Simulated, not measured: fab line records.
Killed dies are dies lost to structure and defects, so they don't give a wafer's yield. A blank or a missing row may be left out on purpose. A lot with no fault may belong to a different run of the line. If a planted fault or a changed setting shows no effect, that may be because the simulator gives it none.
fab line records	flow sky130
record lots=13	wafers=39	lastDay=49
route steps=708 shown FIELD_ISO@30 VIA4@642 METAL5@662 PAD_OPEN@708
lots that met no fault: from a run of the same line without faults
startH: start of the lot's first displayed wafer, in hours after the record's first day	waitH: hours elapsed since this lot's preceding step	" as in the row above	L1.1+2: one row covering several wafers at once	- no value present, or no start provided	* or withheld: withheld	< > ~ a bound
route shown NAME@n: a module of which the file shows steps, and the number in the route of the first	usual: average and standard deviation across the fault-free wafers	same: alike in all rows	chamber/n: place in a boat	sites: readings site by site	_std_site: their standard deviation	_edge_site: outer sites' mean less inner sites'	radiusMm: for every site, how far away it sits from the centre of the wafer	mask NAME#n: copy n	behind: the most recent tool/chamber to have shaped the wafer	hold: why the lot was held/for how many hours/how that ended	device: names the non-switching transistor (n, p or np)	end of line: the same wafers' tests at the end of the route	where a step has no rows: the recipe by itself	killed: count of dies lost to structure and defects at first sort (not the wafer's yield)	map: per-die view of a wafer (x killed, . not killed, _ where there is no die)
set.NAME: the setting as run; set.NAME@STEP: as run at that earlier step	model.NAME: the simulator's own value behind a step, which no gauge read
steps of the route over a sample of lots; a table a step, a row a wafer
services: from which hour (startH, from the record's first day; less than 0 if before it) a tool's chamber was out of use, for how many hours, and why
## steps
# step SKY_FIELD_ISO_WET_ETCH_29
# recipe chemistry=H3PO4	targetDepthNm=160	target=Si3N4	tempC=160	timeS=1825
lot.wafer	tool	chamber	startH	waitH
L804.1+3+4	wetBench-03	0	36.39	0.0
L805.4+5+6	wetBench-03	0	37.89	0.0
L806.3+5+6	wetBench-03	0	42.64	0.0
L807.1+3+4	wetBench-01	2	49.32	0.0
L808.2+3+4	wetBench-03	1	54.94	0.0
L809.3+4+6	wetBench-01	0	59.96	0.0
L811.3+4+6	wetBench-04	2	72.30	0.0
L812.4+5+6	wetBench-01	2	77.57	0.0
L813.1+2+4	wetBench-03	1	82.91	0.0
L815.1+4+6	wetBench-01	1	90.53	0.0
L817.3+4+6	wetBench-01	0	102.21	0.0
L819.2+3+5	wetBench-01	3	111.30	0.0
L820.3+5+6	wetBench-01	3	119.02	0.0
# step SKY_VIA4_BOW_MEAS_03
# recipe mode=bow
# usual VIA4_BOW=82/7.7
lot.wafer	tool	chamber	startH	waitH	VIA4_BOW[um]
L804.1	filmMetro-02	-	978.69	0.2	90
L804.3	"	-	"	"	90
L804.4	"	-	"	"	89
L805.4	filmMetro-01	-	979.81	0.2	87
L805.5	"	-	"	"	74
L805.6	"	-	"	"	87
L806.3	filmMetro-03	-	1002.47	0.2	86
L806.5	"	-	"	"	81
L806.6	"	-	"	"	79
L807.1	filmMetro-02	-	1003.02	0.1	81
L807.3	"	-	"	"	79
L807.4	"	-	"	"	77
L808.2	filmMetro-02	-	1004.85	0.3	76
L808.3	"	-	"	"	93
L808.4	"	-	"	"	87
L809.3	filmMetro-02	-	1013.37	0.2	77
L809.4	"	-	"	"	76
L809.6	"	-	"	"	86
L811.3	filmMetro-03	-	1034.10	0.3	78
L811.4	"	-	"	"	89
L811.6	"	-	"	"	86
L812.4	filmMetro-01	-	1034.42	0.3	70
L812.5	"	-	"	"	71
L812.6	"	-	"	"	75
L813.1	filmMetro-01	-	1043.96	0.1	79
L813.2	"	-	"	"	71
L813.4	"	-	"	"	78
L815.1	filmMetro-01	-	1053.11	0.1	74
L815.4	"	-	"	"	75
L815.6	"	-	"	"	89
L817.3	filmMetro-03	-	1071.35	0.3	73
L817.4	"	-	"	"	84
L817.6	"	-	"	"	91
L819.2	filmMetro-01	-	1085.66	0.1	93
L819.3	"	-	"	"	88
L819.5	"	-	"	"	72
L820.3	filmMetro-01	-	1087.49	0.2	81
L820.5	"	-	"	"	89
L820.6	"	-	"	"	72
# step SKY_VIA4_STRIP_13
# recipe chemistry=O2/N2	powerW=1400	pressureMtorr=1500	platenTempC=withheld	o2FlowSccm=3000	n2FlowSccm=300	overashFraction=0.5
# usual drypumpMotorCurrentA=6.0/0.35	oesProductAu=0.710/0.0042	stripTimeToEndpointS=12.804/0.029
lot.wafer	tool	chamber	startH	waitH	drypumpMotorCurrentA	oesProductAu	rfHoursCounterH	stripTimeToEndpointS
L804.1	plasmaAsher-01	1	1001.73	-	6.0	0.717	54	12.822
L804.3	"	0	"	"	6.5	0.710	-	12.789
L804.4	"	1	"	"	6.0	0.703	-	12.795
L805.4	plasmaAsher-03	1	1002.07	-	5.7	0.702	-	12.791
L805.5	"	0	"	"	5.7	0.705	-	12.808
L805.6	"	1	"	"	5.7	0.704	-	12.805
L806.3	plasmaAsher-01	0	1025.19	-	6.5	0.708	-	12.805
L806.5	"	0	"	"	6.5	0.702	-	12.817
L806.6	"	1	"	"	6.0	0.708	-	12.782
L807.1	plasmaAsher-03	1	1025.33	-	5.7	0.713	114	12.773
L807.3	"	1	"	"	5.7	0.708	-	12.799
L807.4	"	0	"	"	5.7	0.712	-	12.797
L808.2	plasmaAsher-01	0	1027.13	-	6.5	0.718	56	12.805
L808.3	"	1	"	"	6.0	0.704	-	12.815
L808.4	"	0	"	"	6.5	0.706	-	12.791
L809.3	plasmaAsher-03	0	1035.01	-	5.7	0.716	-	12.841
L809.4	"	1	"	"	5.7	0.708	-	12.786
L809.6	"	1	"	"	5.7	0.707	-	12.792
L811.3	plasmaAsher-01	1	1056.16	-	6.0	0.707	-	12.810
L811.4	"	0	"	"	6.5	0.718	-	12.794
L811.6	"	0	"	"	6.5	0.707	-	12.807
L812.4	plasmaAsher-04	1	1056.17	-	5.5	0.709	-	12.857
L812.5	"	1	"	"	5.6	0.707	-	12.861
L812.6	"	0	"	"	5.8	0.709	-	12.844
L813.1	plasmaAsher-04	0	1064.68	-	5.8	0.705	95	12.784
L813.2	"	1	"	"	5.5	0.707	95	12.759
L813.4	"	1	"	"	5.5	0.704	-	12.770
L815.1	plasmaAsher-01	0	1073.68	-	6.5	0.703	61	12.777
L815.4	"	1	"	"	6.0	0.711	-	12.843
L815.6	"	1	"	"	6.0	0.714	-	12.808
L817.3	plasmaAsher-01	0	1091.82	-	6.5	0.718	-	12.826
L817.4	"	1	"	"	6.0	0.706	-	12.792
L817.6	"	1	"	"	6.0	0.711	-	12.804
L819.2	plasmaAsher-01	1	1105.60	-	6.0	0.705	64	12.799
L819.3	"	1	"	"	6.0	0.704	-	12.793
L819.5	"	1	"	"	6.0	0.702	-	12.801
L820.3	plasmaAsher-04	0	1107.42	-	5.8	0.710	-	12.820
L820.5	"	0	"	"	5.8	0.712	-	12.802
L820.6	"	1	"	"	5.5	0.703	-	12.838
# step SKY_METAL5_SPUTTER_01
# recipe material=TiN	targetThkNm=20	powerW=6500	timeS=16.7	chamberPressurePa=0.4
# usual throttleValvePct=30.3/0.93
lot.wafer	tool	chamber	startH	waitH	throttleValvePct
L804.1	pvdSputter-02	-	1003.15	0.0	28.9
L804.3	"	-	"	"	30.8
L804.4	"	-	"	"	29.3
L805.4	pvdSputter-03	-	1003.39	0.0	29.2
L805.5	"	-	"	"	30.0
L805.6	"	-	"	"	29.3
L806.3	pvdSputter-02	-	1026.73	0.0	30.9
L806.5	"	-	"	"	29.3
L806.6	"	-	"	"	29.0
L807.1	pvdSputter-04	-	1027.03	0.0	30.8
L807.3	"	-	"	"	30.6
L807.4	"	-	"	"	31.1
L808.2	pvdSputter-02	-	1028.44	0.0	28.9
L808.3	"	-	"	"	31.1
L808.4	"	-	"	"	30.7
L809.3	pvdSputter-04	-	1036.72	0.0	31.0
L809.4	"	-	"	"	31.0
L809.6	"	-	"	"	28.7
L812.4	pvdSputter-02	-	1057.45	0.0	29.1
L812.5	"	-	"	"	29.5
L812.6	"	-	"	"	30.8
L811.3	pvdSputter-04	-	1057.47	0.0	30.9
L811.4	"	-	"	"	31.0
L811.6	"	-	"	"	30.7
L813.1	pvdSputter-04	-	1065.99	0.0	30.5
L813.2	"	-	"	"	30.9
L813.4	"	-	"	"	29.0
L815.1	pvdSputter-03	-	1074.99	0.0	31.0
L815.4	"	-	"	"	29.2
L815.6	"	-	"	"	29.3
L817.3	pvdSputter-04	-	1093.17	0.0	29.1
L817.4	"	-	"	"	30.5
L817.6	"	-	"	"	29.0
L819.2	pvdSputter-02	-	1107.00	0.0	30.7
L819.3	"	-	"	"	30.8
L819.5	"	-	"	"	30.6
L820.3	pvdSputter-02	-	1109.01	0.0	30.8
L820.5	"	-	"	"	30.9
L820.6	"	-	"	"	30.7
# step SKY_PAD_OPEN_PROBE_99
# usual killed_at_M0_to_M3=44/7.5	killed_at_M4_up=3.1/1.7	killedAtContacts=24/6.2	killedAtFrontEnd=15/4.2	killedAtOther=0.4/0.58	killedDies=85/10	killedOnRim=17/4	killedOpen=47/7.7	killedShort=38/6.4
# same grossDies=492	killedAtBackSide=0
lot.wafer	tool	chamber	startH	waitH	killed_at_M0_to_M3	killed_at_M4_up	killedAtContacts	killedAtFrontEnd	killedAtOther	killedDies	killedOnRim	killedOpen	killedShort
L804.1	prober-01	-	1072.99	0.1	40	3	17	22	0	82	20	37	44
L804.3	prober-01	-	1073.09	0.2	36	5	21	15	0	77	13	46	29
L804.4	prober-01	-	1073.14	0.2	39	7	18	18	0	82	23	46	35
L805.4	prober-02	-	1073.61	0.2	52	5	20	6	0	83	14	59	24
L805.5	prober-02	-	1073.66	0.2	37	3	16	15	0	71	14	42	29
L805.6	prober-02	-	1073.71	0.2	47	2	33	12	0	94	16	60	34
L806.3	prober-01	-	1094.14	0.2	52	3	19	16	1	91	14	50	39
L806.5	prober-01	-	1094.24	0.2	43	2	15	17	1	78	11	36	42
L806.6	prober-01	-	1094.29	0.2	31	1	22	19	0	73	9	41	32
L807.1	prober-02	-	1094.36	0.1	43	4	29	11	0	87	14	47	40
L807.3	prober-02	-	1094.46	0.2	42	4	26	13	0	85	19	37	48
L807.4	prober-02	-	1094.51	0.2	44	1	26	17	1	89	14	43	46
L808.2	prober-01	-	1095.59	0.1	45	2	28	12	1	88	18	54	34
L808.3	prober-01	-	1095.64	0.2	44	4	26	13	1	88	22	51	37
L808.4	prober-01	-	1095.69	0.2	49	1	24	22	0	96	16	55	41
L809.3	prober-02	-	1103.72	0.2	31	5	21	21	2	80	16	43	37
L809.4	prober-02	-	1103.77	0.2	56	3	32	7	0	98	17	62	36
L809.6	prober-02	-	1103.87	0.2	49	4	23	13	1	90	21	50	40
L812.4	prober-02	-	1123.28	0.2	45	1	21	6	1	74	9	46	28
L812.5	prober-02	-	1123.33	0.2	37	3	27	21	0	88	16	41	47
L812.6	prober-02	-	1123.38	0.2	37	4	22	10	0	73	10	35	38
L811.3	prober-01	-	1123.58	0.2	41	2	17	16	0	76	14	37	37
L811.4	prober-01	-	1123.63	0.2	46	4	18	23	0	91	19	51	39
L811.6	prober-01	-	1123.73	0.2	42	4	20	25	1	92	16	50	42
L813.1	prober-02	-	1129.90	0.1	35	5	37	15	0	92	16	45	47
L813.2	prober-02	-	1129.95	0.1	43	2	25	8	0	78	13	43	35
L813.4	prober-02	-	1130.05	0.2	49	7	25	11	0	92	16	53	38
L815.1	prober-01	-	1137.83	0.1	37	0	41	9	0	87	22	56	31
L815.4	prober-01	-	1137.98	0.2	49	3	29	15	1	97	16	57	37
L815.6	prober-01	-	1138.08	0.2	38	3	32	15	0	88	19	57	31
L817.3	prober-02	-	1154.23	0.2	40	1	29	16	1	87	16	54	32
L817.4	prober-02	-	1154.28	0.2	39	3	18	17	1	78	21	40	36
L817.6	prober-02	-	1154.38	0.2	49	1	36	11	0	97	20	56	41
L819.2	prober-02	-	1166.23	0.1	51	5	29	46	1	132	32	53	44
L819.3	prober-02	-	1166.28	0.2	34	2	19	50	0	105	25	34	38
L819.5	prober-02	-	1166.38	0.2	52	2	42	52	0	148	40	63	45
L820.3	prober-01	-	1167.69	0.2	47	1	23	49	0	120	26	40	41
L820.5	prober-01	-	1167.79	0.2	31	4	23	43	0	101	29	36	27
L820.6	prober-01	-	1167.84	0.2	49	4	19	40	0	112	28	40	33
# killed by level:class
L804.1 CONTACT:geometricParticle:open=8 VIA2:geometricParticle:open=8 METAL1:geometricParticle:short=7 VIA2:geometricParticle:short=6 VIA3:geometricParticle:open=6 FIELD_ISO:geometricParticle:open=5 FIELD_ISO:geometricParticle:short=5 POLY_GATE:geometricParticle:short=5
L804.3 VIA1:geometricParticle:open=8 VIA2:geometricParticle:open=7 CONTACT:geometricParticle:open=6 VIA3:geometricParticle:open=6 POLY_GATE:geometricParticle:open=5 CONTACT:geometricParticle:short=5 METAL1:geometricParticle:short=5 FIELD_ISO:geometricParticle:short=4
L804.4 VIA1:geometricParticle:open=12 LI_CONTACT:geometricParticle:open=6 VIA2:geometricParticle:open=6 VIA3:geometricParticle:short=6 VIA3:geometricParticle:open=6 METAL4:geometricParticle:short=6 FIELD_ISO:geometricParticle:short=5 CONTACT:geometricParticle:open=4
L805.4 VIA2:geometricParticle:open=13 VIA1:geometricParticle:open=11 VIA3:geometricParticle:open=10 LI_CONTACT:geometricParticle:open=7 CONTACT:geometricParticle:open=7 METAL1:geometricParticle:short=4 CONTACT:geometricParticle:short=3 METAL1:geometricParticle:open=3
L805.5 VIA1:geometricParticle:open=14 VIA3:geometricParticle:open=9 CONTACT:geometricParticle:open=6 FIELD_ISO:geometricParticle:short=5 LI_CONTACT:geometricParticle:open=4 POLY_GATE:geometricParticle:short=4 VIA2:geometricParticle:open=4 METAL1:geometricParticle:short=3
L805.6 VIA1:geometricParticle:open=12 CONTACT:geometricParticle:open=11 LI_CONTACT:geometricParticle:open=9 VIA3:geometricParticle:open=8 FIELD_ISO:geometricParticle:open=7 VIA2:geometricParticle:open=6 LOCAL_INTERCONNECT:geometricParticle:short=5 METAL2:geometricParticle:short=5
L806.3 VIA1:geometricParticle:open=15 CONTACT:geometricParticle:open=10 VIA1:geometricParticle:short=7 METAL2:geometricParticle:short=7 VIA2:geometricParticle:open=6 FIELD_ISO:geometricParticle:open=4 LI_CONTACT:geometricParticle:open=4 METAL2:geometricParticle:open=4
L806.5 VIA1:geometricParticle:open=8 VIA1:geometricParticle:short=8 VIA2:geometricParticle:open=8 FIELD_ISO:geometricParticle:short=5 LI_CONTACT:geometricParticle:open=5 FIELD_ISO:geometricParticle:open=4 LOCAL_INTERCONNECT:geometricParticle:short=4 METAL2:geometricParticle:short=4
L806.6 VIA1:geometricParticle:open=11 CONTACT:geometricParticle:open=9 FIELD_ISO:geometricParticle:short=6 FIELD_ISO:geometricParticle:open=5 LI_CONTACT:geometricParticle:open=4 VIA1:geometricParticle:short=4 VIA3:geometricParticle:open=4 POLY_GATE:geometricParticle:open=3
L807.1 VIA1:geometricParticle:open=10 CONTACT:geometricParticle:open=9 VIA1:geometricParticle:short=8 LI_CONTACT:geometricParticle:open=7 VIA3:geometricParticle:open=7 LOCAL_INTERCONNECT:geometricParticle:short=6 METAL2:geometricParticle:short=5 FIELD_ISO:geometricParticle:open=4
L807.3 METAL1:geometricParticle:short=9 CONTACT:geometricParticle:open=9 VIA3:geometricParticle:open=7 METAL2:geometricParticle:short=6 CONTACT:geometricParticle:short=6 VIA1:geometricParticle:short=5 VIA2:geometricParticle:open=5 FIELD_ISO:geometricParticle:open=4
L807.4 METAL1:geometricParticle:short=11 CONTACT:geometricParticle:open=9 VIA3:geometricParticle:open=9 LI_CONTACT:geometricParticle:open=7 METAL2:geometricParticle:short=7 VIA1:geometricParticle:open=6 FIELD_ISO:geometricParticle:short=5 FIELD_ISO:geometricParticle:open=4
L808.2 VIA1:geometricParticle:open=13 CONTACT:geometricParticle:open=11 VIA3:geometricParticle:open=8 LI_CONTACT:geometricParticle:open=7 METAL1:geometricParticle:short=6 CONTACT:geometricParticle:short=4 METAL2:geometricParticle:short=4 POLY_GATE:geometricParticle:short=3
L808.3 VIA1:geometricParticle:open=15 LI_CONTACT:geometricParticle:open=9 VIA2:geometricParticle:open=6 CONTACT:geometricParticle:short=6 VIA3:geometricParticle:open=6 LOCAL_INTERCONNECT:geometricParticle:short=5 VIA1:geometricParticle:short=4 METAL2:geometricParticle:short=4
L808.4 VIA1:geometricParticle:open=13 CONTACT:geometricParticle:open=10 POLY_GATE:geometricParticle:open=7 METAL2:geometricParticle:short=7 VIA3:geometricParticle:open=6 POLY_GATE:geometricParticle:short=4 LI_CONTACT:geometricParticle:open=4 LOCAL_INTERCONNECT:geometricParticle:short=4
L809.3 VIA1:geometricParticle:open=11 FIELD_ISO:geometricParticle:open=7 CONTACT:geometricParticle:open=7 VIA3:geometricParticle:open=6 FIELD_ISO:geometricParticle:short=5 LOCAL_INTERCONNECT:geometricParticle:short=5 METAL4:geometricParticle:short=5 POLY_GATE:geometricParticle:short=4
L809.4 VIA1:geometricParticle:open=13 CONTACT:geometricParticle:open=13 VIA3:geometricParticle:open=11 LI_CONTACT:geometricParticle:open=8 VIA2:geometricParticle:open=7 VIA2:geometricParticle:short=6 CONTACT:geometricParticle:short=6 VIA3:geometricParticle:short=5
L809.6 VIA1:geometricParticle:open=13 METAL1:geometricParticle:short=10 CONTACT:geometricParticle:open=9 POLY_GATE:geometricParticle:open=5 VIA3:geometricParticle:open=5 FIELD_ISO:geometricParticle:open=4 VIA2:geometricParticle:open=4 LI_CONTACT:geometricParticle:open=4
L812.4 VIA1:geometricParticle:open=14 LI_CONTACT:geometricParticle:open=6 LOCAL_INTERCONNECT:geometricParticle:short=5 CONTACT:geometricParticle:open=5 VIA3:geometricParticle:short=5 VIA3:geometricParticle:open=5 POLY_GATE:geometricParticle:open=4 VIA2:geometricParticle:open=4
L812.5 CONTACT:geometricParticle:open=10 CONTACT:geometricParticle:short=8 POLY_GATE:geometricParticle:short=7 POLY_GATE:geometricParticle:open=7 VIA1:geometricParticle:open=7 METAL2:geometricParticle:short=7 VIA3:geometricParticle:open=7 VIA1:geometricParticle:short=6
L812.6 CONTACT:geometricParticle:open=9 VIA1:geometricParticle:open=7 METAL2:geometricParticle:short=7 VIA1:geometricParticle:short=6 LI_CONTACT:geometricParticle:open=4 CONTACT:geometricParticle:short=4 VIA3:geometricParticle:open=4 FIELD_ISO:geometricParticle:open=3
L811.3 METAL2:geometricParticle:short=9 VIA1:geometricParticle:open=8 POLY_GATE:geometricParticle:open=5 METAL1:geometricParticle:short=5 VIA2:geometricParticle:open=5 VIA3:geometricParticle:open=5 LOCAL_INTERCONNECT:geometricParticle:short=4 LI_CONTACT:geometricParticle:open=4
L811.4 VIA1:geometricParticle:open=13 VIA3:geometricParticle:open=7 LI_CONTACT:geometricParticle:open=6 VIA2:geometricParticle:open=6 POLY_GATE:geometricParticle:short=5 POLY_GATE:geometricParticle:open=5 CONTACT:geometricParticle:open=5 METAL1:geometricParticle:short=5
L811.6 VIA3:geometricParticle:open=10 VIA2:geometricParticle:open=9 FIELD_ISO:geometricParticle:open=6 POLY_GATE:geometricParticle:open=5 METAL1:geometricParticle:short=5 LI_CONTACT:geometricParticle:open=5 CONTACT:geometricParticle:short=5 POLY_GATE:geometricParticle:short=4
L813.1 CONTACT:geometricParticle:open=16 LOCAL_INTERCONNECT:geometricParticle:short=9 METAL1:geometricParticle:short=7 CONTACT:geometricParticle:short=6 VIA1:geometricParticle:open=6 POLY_GATE:geometricParticle:open=5 METAL2:geometricParticle:short=5 VIA3:geometricParticle:open=5
L813.2 CONTACT:geometricParticle:open=13 VIA1:geometricParticle:open=10 VIA1:geometricParticle:short=6 METAL2:geometricParticle:short=6 METAL1:geometricParticle:short=5 LI_CONTACT:geometricParticle:open=4 LOCAL_INTERCONNECT:geometricParticle:short=4 VIA2:geometricParticle:open=4
L813.4 VIA1:geometricParticle:open=23 CONTACT:geometricParticle:open=12 LOCAL_INTERCONNECT:geometricParticle:short=6 POLY_GATE:geometricParticle:short=5 METAL1:geometricParticle:short=5 VIA3:geometricParticle:open=5 METAL4:geometricParticle:short=5 VIA1:geometricParticle:short=4
L815.1 CONTACT:geometricParticle:open=18 VIA1:geometricParticle:open=12 CONTACT:geometricParticle:short=8 LI_CONTACT:geometricParticle:open=8 VIA2:geometricParticle:open=6 LI_CONTACT:geometricParticle:short=5 VIA1:geometricParticle:short=5 FIELD_ISO:geometricParticle:open=3
L815.4 VIA1:geometricParticle:open=18 CONTACT:geometricParticle:open=8 LI_CONTACT:geometricParticle:open=6 CONTACT:geometricParticle:short=6 VIA3:geometricParticle:open=6 METAL1:geometricParticle:short=5 METAL2:geometricParticle:short=5 VIA2:geometricParticle:open=5
L815.6 LI_CONTACT:geometricParticle:open=11 CONTACT:geometricParticle:open=11 VIA2:geometricParticle:open=9 VIA3:geometricParticle:open=9 VIA1:geometricParticle:open=6 FIELD_ISO:geometricParticle:short=5 LI_CONTACT:geometricParticle:short=5 FIELD_ISO:geometricParticle:open=3
L817.3 CONTACT:geometricParticle:open=14 VIA1:geometricParticle:open=13 VIA3:geometricParticle:open=8 CONTACT:geometricParticle:short=6 METAL2:geometricParticle:short=6 POLY_GATE:geometricParticle:open=5 SPACER:geometricParticle:open=4 LI_CONTACT:geometricParticle:open=4
L817.4 FIELD_ISO:geometricParticle:open=7 METAL1:geometricParticle:short=7 VIA1:geometricParticle:short=7 CONTACT:geometricParticle:open=6 VIA3:geometricParticle:open=6 CONTACT:geometricParticle:short=5 VIA1:geometricParticle:open=5 VIA2:geometricParticle:open=4
L817.6 CONTACT:geometricParticle:open=15 VIA1:geometricParticle:open=14 VIA1:geometricParticle:short=8 LOCAL_INTERCONNECT:geometricParticle:short=7 VIA3:geometricParticle:open=7 CONTACT:geometricParticle:short=5 LI_CONTACT:geometricParticle:short=4 METAL3:geometricParticle:short=4
L819.2 FIELD_ISO:unspecified=33 CONTACT:geometricParticle:open=14 VIA1:geometricParticle:open=11 METAL2:geometricParticle:short=10 VIA3:geometricParticle:open=9 LI_CONTACT:geometricParticle:open=7 METAL1:geometricParticle:short=7 FIELD_ISO:geometricParticle:short=4
L819.3 FIELD_ISO:unspecified=33 CONTACT:geometricParticle:open=7 METAL2:geometricParticle:short=7 VIA1:geometricParticle:open=6 LI_CONTACT:geometricParticle:open=5 FIELD_ISO:geometricParticle:short=4 POLY_GATE:geometricParticle:short=4 CONTACT:geometricParticle:short=4
L819.5 FIELD_ISO:unspecified=39 LI_CONTACT:geometricParticle:open=16 VIA1:geometricParticle:open=16 CONTACT:geometricParticle:short=9 LOCAL_INTERCONNECT:geometricParticle:short=7 VIA3:geometricParticle:short=7 CONTACT:geometricParticle:open=6 VIA2:geometricParticle:open=6
L820.3 FIELD_ISO:unspecified=39 METAL2:geometricParticle:short=10 CONTACT:geometricParticle:open=8 VIA1:geometricParticle:open=8 METAL3:geometricParticle:short=6 LI_CONTACT:geometricParticle:open=5 VIA2:geometricParticle:open=5 FIELD_ISO:geometricParticle:open=4
L820.5 FIELD_ISO:unspecified=37 METAL2:geometricParticle:short=7 CONTACT:geometricParticle:open=7 CONTACT:geometricParticle:short=6 LOCAL_INTERCONNECT:geometricParticle:open=5 VIA1:geometricParticle:open=5 LI_CONTACT:geometricParticle:open=4 METAL1:geometricParticle:short=4
L820.6 FIELD_ISO:unspecified=39 VIA2:geometricParticle:open=11 VIA1:geometricParticle:open=10 CONTACT:geometricParticle:open=7 METAL1:geometricParticle:short=6 METAL2:geometricParticle:short=6 LI_CONTACT:geometricParticle:open=4 VIA1:geometricParticle:short=4
## services
tool	chamber	startH	hours	kind
pvdSputter-04	-	35.33	0.5	repair
pvdSputter-02	-	78.40	26.4	repair
plasmaAsher-01	-	86.72	2.8	pm
pvdSputter-04	-	159.04	33.0	repair
pvdSputter-04	-	185.54	7.8	repair
pvdSputter-04	-	198.84	0.7	repair
plasmaAsher-01	-	265.80	0.9	repair
pvdSputter-02	-	302.25	1.4	repair
wetBench-01	-	303.54	1.2	repair
pvdSputter-02	-	328.55	5.4	repair
plasmaAsher-01	-	421.25	9.0	pm
pvdSputter-02	-	432.15	4.5	repair
plasmaAsher-01	-	519.50	24.5	repair
pvdSputter-02	-	521.54	3.0	repair
plasmaAsher-01	-	543.53	1.4	repair
pvdSputter-02	-	589.99	5.9	repair
wetBench-03	-	650.92	4.3	repair
pvdSputter-04	-	660.38	3.6	repair
pvdSputter-04	-	678.46	1.7	repair
wetBench-03	-	686.18	1.4	repair
plasmaAsher-01	-	791.39	28.3	pm
pvdSputter-02	-	965.46	5.1	repair
plasmaAsher-01	-	1042.24	1.0	repair
plasmaAsher-01	-	1049.37	0.5	repair
## key
firstSign step=SKY_PAD_OPEN_PROBE_99	reading=killedAtFrontEnd	direction=up	sigmas=7.6	usual=15	struck=47
effect step=SKY_PAD_OPEN_PROBE_99	reading=killedDies	direction=up	sigmas=3.3	usual=85	struck=120
metAt SKY_FIELD_ISO_WET_ETCH_29
struckLots L819,L820
struckWafers L819.2,L819.3,L819.5,L820.3,L820.5,L820.6
testerLeftOut L819,L820
notActingAt SKY_VIA4_BOW_MEAS_03,SKY_VIA4_STRIP_13,SKY_METAL5_SPUTTER_01
alsoFits time
fault kind=chamberParticleSource	tool=wetBench-01	chamber=3	onsetH=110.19	steps=SKY_FIELD_ISO_WET_ETCH_29	ratePerVisitCm2=1.1492	endH=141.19
# testerLeftOut: of these lots the tester's yield and bins aren't shown, on N5 and GAA mostly nor the transistor test; their killed dies are dies lost to structure and defects alone, not to doping, threshold or leakage, so they don't give the yield
